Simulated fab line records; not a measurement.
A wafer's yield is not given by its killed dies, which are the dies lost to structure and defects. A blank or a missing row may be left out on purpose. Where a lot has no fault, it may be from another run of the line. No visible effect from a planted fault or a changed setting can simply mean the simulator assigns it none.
Comparing a struck lot with a sound one | flow sky130 | 35 steps out of a route of 708
Sound: wafers L987.2, L987.4, L987.5. Struck: wafers L991.1, L991.3 (left out: L991.4, a lot-mate that was not struck); the cause follows at the end.
Order at every step that has rows: each side's tool, ch and its chambers, its first start. Under that, the readings that differ: sound wafers | struck wafers | difference of the means | sigmas: that difference in standard deviations of wafers without a fault.
alike: readings whose means differ by less than 2 such deviations, and words and numbers that are the same on both sides. not compared: withheld readings, readings that some wafer has no value for, bounds like >300 that may hide the same value, and numbers for which the record gives no deviation and whose values overlap.
Wherever a step has rows on one side only, a row that says differs or no value, or a row with sigmas, the two part there. Numbers that have no deviation but don't overlap get no sigmas and don't part them. Lack of a reading on every wafer of one side parts them only where that side has two or more wafers.

first, 6 steps without rows for these wafers: SKY_METAL5_HMDS_08 (prime time 60 s); SKY_METAL5_COAT_09 (resist thk 1800 nm); SKY_METAL5_SOFTBAKE_10 (time 60 s); SKY_METAL5_EXPOSE_11 (exposes mask MM5, target cd 1600 nm); SKY_METAL5_PEB_12; SKY_METAL5_DEVELOP_13 (develop time 60 s).
SKY_METAL5_DESCUM_14: chemistry O2, time 11 s.
  sound on rie metal-04 ch 0,1, day 45 08:46; struck on rie metal-03 ch 0,1, day 46 00:18
  alike: drypump motor current A, oes product au
  not compared: rf hours counter h
SKY_METAL5_METAL_ETCH_15: etches the open film in Cl2/BCl3, stops on SiO2, target depth 1260 nm, time 252 s.
  sound on rie metal-04 ch 0,1, day 45 08:49; struck on rie metal-03 ch 0,1, day 46 00:20
  alike: drypump motor current A, oes product au, throttle valve pct
  not compared: rf hours counter h
SKY_METAL5_STRIP_16: strips in O2/N2.
  sound on plasma asher-03 ch 0,1, day 45 09:02; struck on plasma asher-03 ch 0, day 46 00:34
  alike: drypump motor current A, oes product au, strip time to endpoint s
  not compared: rf hours counter h
then, 3 steps without rows for these wafers: SKY_METAL5_STRIP_17 (strips in post etch residue remover, time 1200 s); SKY_METAL5_CLEAN_18 (cleans in IPA, time 180 s); SKY_METAL5_CLEAN_19 (cleans in O3/DIW).
SKY_PASSIVATION_CVD_00: deposits SiO2, target thk 90 nm.
  sound on pecvd-01 ch 0,1,2, day 45 09:59; struck on pecvd-01 ch 0,2, day 46 01:14
  reading                                      | sound            | struck    | difference | sigmas
  model.SiO2_of_PASSIVATION_CVD_00.thk nm (nm) | 88.9 91.16 91.57 | 115.6 116 | +25.3      |
  alike: heater power w
SKY_PASSIVATION_THK_MEAS_01:
  sound on film metro-04 at day 45 10:01; struck on film metro-04 at day 46 01:34
  reading                     | sound          | struck      | difference | sigmas
  PASSIVATION_CVD_00_THK (nm) | 88.9 91.1 91.5 | 115.7 116.0 | +25.3      | +21
  not compared: hold
SKY_PASSIVATION_CVD_02: deposits Si3N4, target thk 540 nm.
  sound on pecvd-02 ch 1,2, day 45 10:04; struck on pecvd-02 ch 0,2, day 46 04:06
  reading | sound | struck                                            | difference                   | sigmas
  hold    | - - - | await dispo/2.5h/release await dispo/2.5h/release | no value on the sound wafers |
  alike: heater power w
SKY_PASSIVATION_THK_MEAS_03:
  sound on film metro-03 at day 45 10:17; struck on film metro-02 at day 46 04:19
  alike: PASSIVATION_CVD_02_THK
then, 7 steps without rows for these wafers: SKY_PASSIVATION_DEHYDRATE_04 (time 60 s); SKY_PASSIVATION_HMDS_05 (prime time 60 s); SKY_PASSIVATION_COAT_06 (resist thk 3000 nm); SKY_PASSIVATION_SOFTBAKE_07; SKY_PASSIVATION_EXPOSE_08 (exposes mask NSM, target cd 3000 nm); SKY_PASSIVATION_PEB_09; SKY_PASSIVATION_DEVELOP_10 (develop time 60 s).
SKY_PASSIVATION_ETCH_11: etches the open film in CF4/O2, stops on AlCu, target depth 725 nm, time 161.1 s.
  sound on rie diel-03 ch 0,1, day 46 06:24; struck on rie diel-03 ch 0,3, day 46 22:21
  reading                                 | sound           | struck    | difference | sigmas
  model.etch.depth nm (nm)                | 707.4 713.1 711 | 723.1 724 | +13.0      |
  model.PASSIVATION.feature depth nm (nm) | 707.4 713.1 711 | 723.1 724 | +13.0      |
  alike: drypump motor current A, oes product au, throttle valve pct
  not compared: rf hours counter h
SKY_PASSIVATION_STRIP_12: strips in O2/N2.
  sound on plasma asher-04 ch 0,1, day 46 06:30; struck on plasma asher-04 ch 0,1, day 46 22:27
  reading                      | sound             | struck      | difference | sigmas
  strip time to endpoint s (s) | 31.31 31.31 31.37 | 31.68 31.69 | +0.36      | +3
  alike: drypump motor current A, oes product au
  not compared: rf hours counter h
then, 7 steps without rows for these wafers: SKY_PAD_OPEN_DEHYDRATE_00 (time 60 s); SKY_PAD_OPEN_HMDS_01 (prime time 60 s); SKY_PAD_OPEN_COAT_02 (resist thk 3000 nm); SKY_PAD_OPEN_SOFTBAKE_03; SKY_PAD_OPEN_EXPOSE_04 (exposes mask PDM, target cd 60000 nm); SKY_PAD_OPEN_PEB_05; SKY_PAD_OPEN_DEVELOP_06 (develop time 60 s).
SKY_PAD_OPEN_ETCH_07: etches the open film in CF4/O2, stops on AlCu, target depth 725 nm, time 161.1 s.
  sound on rie diel-01 ch 0,2, day 47 03:05; struck on rie diel-04 ch 0,3, day 47 17:57
  reading                              | sound           | struck    | difference | sigmas
  model.etch.depth nm (nm)             | 707.4 713.1 711 | 723.1 724 | +13.0      |
  model.PAD_OPEN.feature depth nm (nm) | 707.4 713.1 711 | 723.1 724 | +13.0      |
  alike: drypump motor current A, oes product au, throttle valve pct
  not compared: rf hours counter h
then, 2 steps without rows for these wafers: SKY_PAD_OPEN_STRIP_08 (strips in O2/N2); SKY_PAD_OPEN_PROBE_99.

== WHERE THEY PART ==
Earliest at SKY_PASSIVATION_THK_MEAS_01; latest, in this record, at SKY_PASSIVATION_STRIP_12. Later steps at which nothing parts them and some readings are alike: SKY_PAD_OPEN_ETCH_07.

WHY: what the simulator had put in
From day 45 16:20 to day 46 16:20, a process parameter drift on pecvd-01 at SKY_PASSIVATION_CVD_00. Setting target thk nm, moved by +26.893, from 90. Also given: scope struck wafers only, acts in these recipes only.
